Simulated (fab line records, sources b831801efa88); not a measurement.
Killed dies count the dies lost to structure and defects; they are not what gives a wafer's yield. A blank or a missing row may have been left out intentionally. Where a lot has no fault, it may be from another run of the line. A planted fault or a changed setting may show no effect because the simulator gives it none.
fab line records	flow sky130
[record] lots = 12	wafers = 36	last_day = 50
route steps=708 shown VT_ADJUST_LVTN@99 LDD_HVN@276 SD_N@354
lots that met no fault: taken from a fault-free run of the same line
start_h: hours from the record's first day to the start of the lot's first wafer shown	wait_h: hours since the lot's step before	" unchanged from the row above	L1.1+2: a row that stands for several wafers	- no value, or no start was given	* or withheld: withheld	< > ~ a bound
route shown NAME@n: NAME is a module with steps in the file, n the number in the route of the first one	usual: mean/standard deviation of fault-free wafers	same: alike in all rows	chamber/n: place in a boat	sites: the reading at each site	_std_site: the standard deviation of these	_edge_site: outer sites' mean less inner sites'	radius_mm: for every site, how far away it sits from the centre of the wafer	mask NAME#n: copy n	behind: the tool/chamber that last shaped the wafer	hold: the reason the lot was held/the length of the hold in hours/how it ended	device: the transistor (n, p or np) that didn't switch	end of line: the tests these same wafers got at the end of their route	where a step has no rows: the recipe by itself	killed: dies lost to structure and defects at the first sort, not the wafer's yield	map: dies across one wafer; x = killed, . = not, _ = none there
set.NAME: the run value of the setting; set.NAME@STEP: its run value at that earlier step	model.NAME: the simulator's own value behind a step, which no gauge read
one table for each step of the route and one row for each wafer, over a sample of lots
services: a tool's chamber out of use, with start hour (start_h, from the record's first day; less than 0 if before it), hours out, and reason
[[steps]]
[step SKY_VT_ADJUST_LVTN_COAT_02]
[recipe] spin_rpm = 2000	resist_thk_nm = 3000
[usual] chill_plate_temp_C = 23.00/0.11	dispense_pressure_kPa = 49/5.4	spin_speed_rpm = 2000.1/1.2
lot.wafer	tool	chamber	start_h	wait_h	chill_plate_temp_C	dispense_pressure_kPa	spin_speed_rpm
L438.2	litho_track-03	0	143.99	0.1	22.94	50	2000.1
L438.3	"	0	"	"	22.87	50	1999.7
L438.4	"	0	"	"	22.75	50	1999.0
L439.2	litho_track-04	0	149.32	0.1	22.80	55	2000.3
L439.3	"	0	"	"	23.02	55	2001.3
L439.5	"	0	"	"	23.02	55	2001.1
L440.1	litho_track-04	0	159.44	0.1	22.95	55	2002.2
L440.5	"	0	"	"	22.85	55	2000.6
L440.6	"	0	"	"	23.08	55	1999.9
L443.1	litho_track-04	0	175.49	0.1	23.03	55	1999.6
L443.3	"	0	"	"	23.16	55	1999.8
L443.5	"	0	"	"	23.34	55	2001.8
L444.3	litho_track-02	0	183.94	0.1	22.88	42	2000.5
L444.4	"	0	"	"	22.98	42	2001.5
L444.5	"	0	"	"	22.97	42	2000.0
L445.1	litho_track-03	0	189.32	0.1	23.03	50	1998.2
L445.3	"	0	"	"	22.91	50	1998.2
L445.4	"	0	"	"	22.99	50	1999.7
L449.2	litho_track-02	0	215.06	0.1	22.95	42	2000.4
L449.3	"	0	"	"	22.94	42	2000.2
L449.5	"	0	"	"	23.06	42	2000.9
L453.1	litho_track-03	-	260.07	0.1	-	-	-
L453.5	"	-	"	"	-	-	-
L453.6	"	-	"	"	-	-	-
L455.1	litho_track-03	-	267.62	0.1	-	-	-
L455.2	"	-	"	"	-	-	-
L455.6	"	-	"	"	-	-	-
L454.2	litho_track-02	-	267.81	0.1	-	-	-
L454.3	"	-	"	"	-	-	-
L454.6	"	-	"	"	-	-	-
L458.2	litho_track-02	0	279.06	0.1	23.17	42	2000.7
L458.3	"	0	"	"	23.14	42	2000.0
L458.4	"	0	"	"	23.05	42	1999.2
L459.4	litho_track-02	0	286.31	0.1	22.87	42	1999.9
L459.5	"	0	"	"	23.05	42	1999.9
L459.6	"	0	"	"	22.98	42	2000.1
[step SKY_VT_ADJUST_LVTN_OVL_MEAS_07]
[usual] VT_ADJUST_LVTN_OVL = 0.4/1.3
lot.wafer	tool	chamber	start_h	wait_h	VT_ADJUST_LVTN_OVL[nm]
L438.2	overlay-01	-	154.04	-	-0.3
L438.3	"	-	"	"	-0.7
L438.4	"	-	"	"	0.7
L439.2	overlay-01	-	159.15	-	-0.8
L439.3	"	-	"	"	-0.6
L439.5	"	-	"	"	1.1
L440.1	overlay-02	-	169.42	-	0.7
L440.5	"	-	"	"	0.9
L440.6	"	-	"	"	-2.1
L443.1	overlay-02	-	185.99	-	-1.4
L443.3	"	-	"	"	-1.0
L443.5	"	-	"	"	0.0
L444.3	overlay-02	-	194.70	-	1.1
L444.4	"	-	"	"	2.4
L444.5	"	-	"	"	2.9
L445.1	overlay-02	-	200.72	-	1.2
L445.3	"	-	"	"	0.6
L445.4	"	-	"	"	-0.5
L449.2	overlay-02	-	227.00	-	2.0
L449.3	"	-	"	"	2.9
L449.5	"	-	"	"	-0.2
L453.1	overlay-01	-	272.74	-	-
L453.5	"	-	"	"	-
L453.6	"	-	"	"	-
L455.1	overlay-01	-	279.82	-	-
L455.2	"	-	"	"	-
L455.6	"	-	"	"	-
L454.2	overlay-02	-	280.39	-	-
L454.3	"	-	"	"	-
L454.6	"	-	"	"	-
L458.2	overlay-02	-	291.24	-	-0.3
L458.3	"	-	"	"	-0.6
L458.4	"	-	"	"	-1.0
L459.4	overlay-01	-	300.06	-	1.6
L459.5	"	-	"	"	0.6
L459.6	"	-	"	"	0.2
[step SKY_VT_ADJUST_LVTN_TW_MEAS_21]
[usual] VT_ADJUST_LVTN_2_TW = 187.9/0.92
lot.wafer	tool	chamber	start_h	wait_h	hold	VT_ADJUST_LVTN_2_TW
L438.2	film_metro-02	-	174.31	0.1	-	187.2
L438.3	"	-	"	"	-	187.1
L438.4	"	-	"	"	-	187.1
L439.2	film_metro-02	-	179.78	0.1	-	187.3
L439.3	"	-	"	"	-	186.8
L439.5	"	-	"	"	-	188.0
L440.1	film_metro-04	-	190.33	0.1	-	189.1
L440.5	"	-	"	"	-	189.3
L440.6	"	-	"	"	-	187.9
L443.1	film_metro-03	-	207.42	0.1	-	186.8
L443.3	"	-	"	"	-	185.9
L443.5	"	-	"	"	-	187.3
L444.3	film_metro-04	-	216.62	0.1	-	187.4
L444.4	"	-	"	"	-	188.7
L444.5	"	-	"	"	-	189.1
L445.1	film_metro-04	-	223.26	0.1	-	188.9
L445.3	"	-	"	"	-	190.3
L445.4	"	-	"	"	-	188.5
L449.2	film_metro-02	-	250.59	0.1	-	187.5
L449.3	"	-	"	"	-	186.9
L449.5	"	-	"	"	-	187.9
L453.1	film_metro-04	-	298.08	0.1	await_dispo/0.2h/release	265.3
L453.5	"	-	"	"	await_dispo/0.2h/release	267.5
L453.6	"	-	"	"	await_dispo/0.2h/release	267.0
L453.1	film_metro-04	-	298.30	0.2	-	267.0
L453.5	"	-	"	"	-	265.7
L453.6	"	-	"	"	-	266.6
L455.1	film_metro-02	-	305.67	0.1	await_dispo/0.2h/release	267.9
L455.2	"	-	"	"	await_dispo/0.2h/release	268.3
L455.6	"	-	"	"	await_dispo/0.2h/release	269.5
L455.1	film_metro-02	-	305.90	0.2	-	269.5
L455.2	"	-	"	"	-	269.8
L455.6	"	-	"	"	-	268.9
L454.2	film_metro-04	-	306.33	0.1	await_dispo/0.2h/release	268.5
L454.3	"	-	"	"	await_dispo/0.2h/release	267.0
L454.6	"	-	"	"	await_dispo/0.2h/release	268.4
L454.2	film_metro-04	-	306.56	0.2	-	267.3
L454.3	"	-	"	"	-	267.4
L454.6	"	-	"	"	-	266.5
L458.2	film_metro-03	-	317.43	0.1	-	188.6
L458.3	"	-	"	"	-	188.5
L458.4	"	-	"	"	-	189.3
L459.4	film_metro-03	-	327.16	0.1	-	188.3
L459.5	"	-	"	"	-	188.2
L459.6	"	-	"	"	-	188.7
[step SKY_LDD_HVN_STRIP_09]
[recipe] chemistry = O2/N2	power_w = 1362	pressure_mtorr = 1500	platen_temp_c = withheld	o2_flow_sccm = 3000	n2_flow_sccm = 300	overash_fraction = 0.5
[usual] drypump_motor_current_A = 5.8/0.45	oes_product_au = 0.408/0.0043	strip_time_to_endpoint_s = 4.232/0.015
lot.wafer	tool	chamber	start_h	wait_h	drypump_motor_current_A	oes_product_au	rf_hours_counter_h	strip_time_to_endpoint_s
L438.2	plasma_asher-03	0	478.65	0.1	5.3	0.405	6	4.242
L438.3	"	1	"	"	5.7	0.406	-	4.239
L438.4	"	0	"	"	5.3	0.406	-	4.235
L439.2	plasma_asher-02	1	488.17	0.1	5.6	0.409	33	4.209
L439.3	"	1	"	"	5.6	0.409	-	4.238
L439.5	"	1	"	"	5.6	0.406	-	4.212
L440.1	plasma_asher-02	0	501.30	0.1	5.3	0.409	34	4.206
L440.5	"	1	"	"	5.6	0.410	-	4.204
L440.6	"	0	"	"	5.3	0.414	-	4.229
L443.1	plasma_asher-01	1	524.47	0.1	6.6	0.408	83	4.209
L443.3	"	1	"	"	6.5	0.413	-	4.254
L443.5	"	0	"	"	5.8	0.412	-	4.222
L444.3	plasma_asher-03	0	547.79	0.1	5.3	0.408	-	4.224
L444.4	"	1	"	"	5.7	0.403	-	4.239
L444.5	"	0	"	"	5.3	0.412	-	4.248
L445.1	plasma_asher-01	0	549.42	0.1	5.7	0.399	83	4.250
L445.3	"	1	"	"	6.6	0.406	-	4.252
L445.4	"	0	"	"	5.7	0.407	-	4.234
L449.2	plasma_asher-01	0	582.30	0.1	5.7	0.413	87	4.225
L449.3	"	1	"	"	6.6	0.412	-	4.235
L449.5	"	1	"	"	6.6	0.405	-	4.252
L458.2	plasma_asher-01	1	670.92	0.1	6.6	0.406	94	4.249
L458.3	"	1	"	"	6.6	0.402	-	4.230
L458.4	"	0	"	"	5.7	0.407	-	4.216
L459.4	plasma_asher-03	1	675.25	0.1	5.7	0.405	-	4.236
L459.5	"	1	"	"	5.7	0.407	-	4.216
L459.6	"	0	"	"	5.3	0.412	-	4.235
[step SKY_SD_N_TW_MEAS_12]
[usual] SD_N_TW = 3996/16
lot.wafer	tool	chamber	start_h	wait_h	SD_N_TW
L438.2	film_metro-03	-	664.65	0.1	3985
L438.3	"	-	"	"	3985
L438.4	"	-	"	"	3990
L439.2	film_metro-03	-	671.75	0.1	3998
L439.3	"	-	"	"	4013
L439.5	"	-	"	"	3994
L440.1	film_metro-01	-	675.69	0.1	3990
L440.5	"	-	"	"	3990
L440.6	"	-	"	"	3979
L443.1	film_metro-01	-	702.59	0.1	3977
L443.3	"	-	"	"	3972
L443.5	"	-	"	"	4010
L444.3	film_metro-03	-	722.16	0.1	3989
L444.4	"	-	"	"	3998
L444.5	"	-	"	"	4009
L445.1	film_metro-03	-	724.84	0.1	3988
L445.3	"	-	"	"	3992
L445.4	"	-	"	"	3971
L449.2	film_metro-01	-	758.05	0.1	3995
L449.3	"	-	"	"	4002
L449.5	"	-	"	"	3976
L458.2	film_metro-03	-	839.10	0.1	3997
L458.3	"	-	"	"	3991
L458.4	"	-	"	"	4005
L459.4	film_metro-03	-	843.97	0.1	3990
L459.5	"	-	"	"	3967
L459.6	"	-	"	"	4008
[step SKY_SD_N_RS_MEAS_16]
[recipe] thk_meas_gauge = four-point-probe
[usual] SD_N_RS = 68.62/0.11
lot.wafer	tool	chamber	start_h	wait_h	SD_N_RS[ohm/sq]
L438.2	film_metro-01	-	664.94	0.1	68.56
L438.3	"	-	"	"	68.50
L438.4	"	-	"	"	68.62
L439.2	film_metro-01	-	672.05	0.1	68.53
L439.3	"	-	"	"	68.72
L439.5	"	-	"	"	68.71
L440.1	film_metro-02	-	675.98	0.1	68.72
L440.5	"	-	"	"	68.60
L440.6	"	-	"	"	68.69
L443.1	film_metro-01	-	702.87	0.1	68.49
L443.3	"	-	"	"	68.41
L443.5	"	-	"	"	68.64
L444.3	film_metro-02	-	722.46	0.1	68.75
L444.4	"	-	"	"	68.73
L444.5	"	-	"	"	68.85
L445.1	film_metro-02	-	725.13	0.1	68.59
L445.3	"	-	"	"	68.72
L445.4	"	-	"	"	68.84
L449.2	film_metro-03	-	758.35	0.1	68.64
L449.3	"	-	"	"	68.61
L449.5	"	-	"	"	68.68
L458.2	film_metro-03	-	839.40	0.1	68.66
L458.3	"	-	"	"	68.48
L458.4	"	-	"	"	68.65
L459.4	film_metro-03	-	844.36	0.1	68.61
L459.5	"	-	"	"	68.72
L459.6	"	-	"	"	68.56
[[services]]
tool	chamber	start_h	hours	kind
plasma_asher-02	-	149.79	9.0	pm
plasma_asher-02	0	149.79	9.0	vent_cycle
plasma_asher-02	1	149.79	9.0	vent_cycle
plasma_asher-02	0	158.79	-	clean
plasma_asher-02	1	158.79	-	clean
plasma_asher-01	-	221.07	2.8	pm
plasma_asher-02	-	274.06	2.7	repair
plasma_asher-01	-	355.25	16.6	repair
plasma_asher-01	-	366.61	1.0	repair
plasma_asher-02	-	396.26	3.2	repair
plasma_asher-02	-	398.78	2.9	repair
plasma_asher-03	-	421.25	9.0	pm
plasma_asher-03	0	421.25	9.0	vent_cycle
plasma_asher-03	1	421.25	9.0	vent_cycle
plasma_asher-03	0	430.25	-	clean
plasma_asher-03	1	430.25	-	clean
plasma_asher-01	-	435.12	40.8	repair
plasma_asher-02	-	462.74	0.7	repair
plasma_asher-03	-	519.50	0.5	repair
plasma_asher-02	-	538.81	0.7	repair
plasma_asher-01	-	544.78	4.2	repair
litho_track-02	-	594.08	-	consumable_replace:filter
[[key]]
[first_sign] step = SKY_VT_ADJUST_LVTN_COAT_02	reading = tool_record	direction = missing
[effect] step = SKY_VT_ADJUST_LVTN_OVL_MEAS_07	reading = VT_ADJUST_LVTN_OVL	direction = missing
[effect] step = SKY_VT_ADJUST_LVTN_TW_MEAS_21	reading = visit	direction = added
[effect] step = SKY_VT_ADJUST_LVTN_TW_MEAS_21	reading = VT_ADJUST_LVTN_2_TW	direction = up	sigmas = 87	usual = 187.9	struck = 267.7
met_at SKY_VT_ADJUST_LVTN_COAT_02
struck_lots L453,L454,L455
scrapped_behind SKY_VT_ADJUST_LVTN_TW_MEAS_21 L453.1,L453.5,L453.6,L454.2,L454.3,L454.6,L455.1,L455.2,L455.6
not_acting_at SKY_LDD_HVN_STRIP_09,SKY_SD_N_TW_MEAS_12,SKY_SD_N_RS_MEAS_16
onset_between 215.06 260.07
[fault] kind = skipped_step_whole	tool = litho_track-02,litho_track-03	chamber = -	onset_h = 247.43	steps = SKY_VT_ADJUST_LVTN_COAT_02	scope = struck_lots_only
